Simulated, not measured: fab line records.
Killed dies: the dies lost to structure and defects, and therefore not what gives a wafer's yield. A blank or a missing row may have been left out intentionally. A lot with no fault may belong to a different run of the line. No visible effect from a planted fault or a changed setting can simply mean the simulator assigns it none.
One fault through the eyes of 2 desks | flow sky130 | only its own numbers are on each desk; what lay behind them is given at the end

## THE METROLOGY DESK
What the gauges read, lot by lot, whatever tool the lot ran on: means of the sampled wafers that have a number. Marked OUT: a lot whose mean sits more than 4 standard deviations from the usual mean, which makes it out of limits; the brackets give that distance.
Columns: A = LDD_LDN_OVL at SKY_LDD_LDN_OVL_MEAS_07, usual 0.4 nm; B = LDD_LDN_TW at SKY_LDD_LDN_TW_MEAS_13, usual 1488; C = SPACER_CVD_00_THK at SKY_SPACER_THK_MEAS_01, usual 43.0 nm; D = cd_nm at SKY_POLY_CUT_CD_MEAS_08, usual 270.4 nm; E = POLY_CUT_OVL at SKY_POLY_CUT_OVL_MEAS_09, usual 0 nm
lot  | first seen here | A    | B    | C    | D     | E
L202 | day 24 05:59    | -0.9 | 1513 | 42.2 | 270.8 | 0
L206 | day 25 18:44    | 1.2  | 1488 | 42.6 | 271.3 | -1
L208 | day 25 20:50    | -2.3 | 1474 | 42.8 | 271.9 | 10
L209 | day 26 11:53    | -0.1 | 1474 | 42.5 | 270.0 | -4
L215 | day 28 17:20    | 1.7  | 1479 | 43.1 | 269.6 | -2
L216 | day 29 17:47    | -0.7 | 1474 | 43.4 | 269.6 | 5
This desk's finding: nothing out of limits on any of the 6 lots.

## AT THE TOOL OWNER'S DESK: rie_diel-01
The tool's own readings at SKY_SPACER_ETCHBACK_02 (etches Si3N4 in CH3F/O2, stops on SiO2, time 46.7 s, target depth 45 nm): means of the sampled wafers that have a number, for each lot that ran on this tool. Marked OUT: a lot whose mean sits more than 4 standard deviations from the usual mean, which makes it out of limits; the brackets give that distance.
Columns: A = chamber_pressure_mTorr at SKY_SPACER_ETCHBACK_02, usual 24.996 mTorr; B = drypump_motor_current_A at SKY_SPACER_ETCHBACK_02, usual 5.83 A; C = oes_product_au at SKY_SPACER_ETCHBACK_02, usual 0.854 a.u.; D = rf_fwd_power_W at SKY_SPACER_ETCHBACK_02, usual 396.5 W; E = run_length_s at SKY_SPACER_ETCHBACK_02, usual 75.2 s; F = throttle_valve_pct at SKY_SPACER_ETCHBACK_02, usual 10.562 %
lot  | first seen here | A      | B    | C                | D     | E              | F
L206 | day 25 20:54    | 24.974 | 5.93 | 0.844            | 395.1 | 74.5           | 10.554
L208 | day 25 23:19    | 25.004 | 5.82 | 0.805 (-6.9) OUT | 394.6 | 81.4 (+12) OUT | 10.557
L209 | day 26 14:03    | 24.990 | 5.88 | 0.801 (-7.5) OUT | 397.4 | 80.9 (+11) OUT | 10.542
This desk's verdict: out of limits on L208, L209, starting with L208 at day 25 23:19 (oes_product_au at SKY_SPACER_ETCHBACK_02). L206: within limits.

## BROUGHT TOGETHER
The tool owner's desk could have raised an alarm at day 25 23:19, on L208, L209.
Nothing out of limits was seen by the metrology desk.
The metrology desk has L208, L209 on record, within its limits.
The lots listed all ran SKY_SPACER_ETCHBACK_02 on rie_diel-01.

## WHAT WAS PUT IN BY THE SIMULATOR
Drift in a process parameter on rie_diel-01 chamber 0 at SKY_SPACER_ETCHBACK_02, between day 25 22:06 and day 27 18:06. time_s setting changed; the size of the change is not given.
Struck lots among those shown: L208, L209.
Hours from the fault's start to each desk's first reading out of limits: the tool owner's desk, 1.
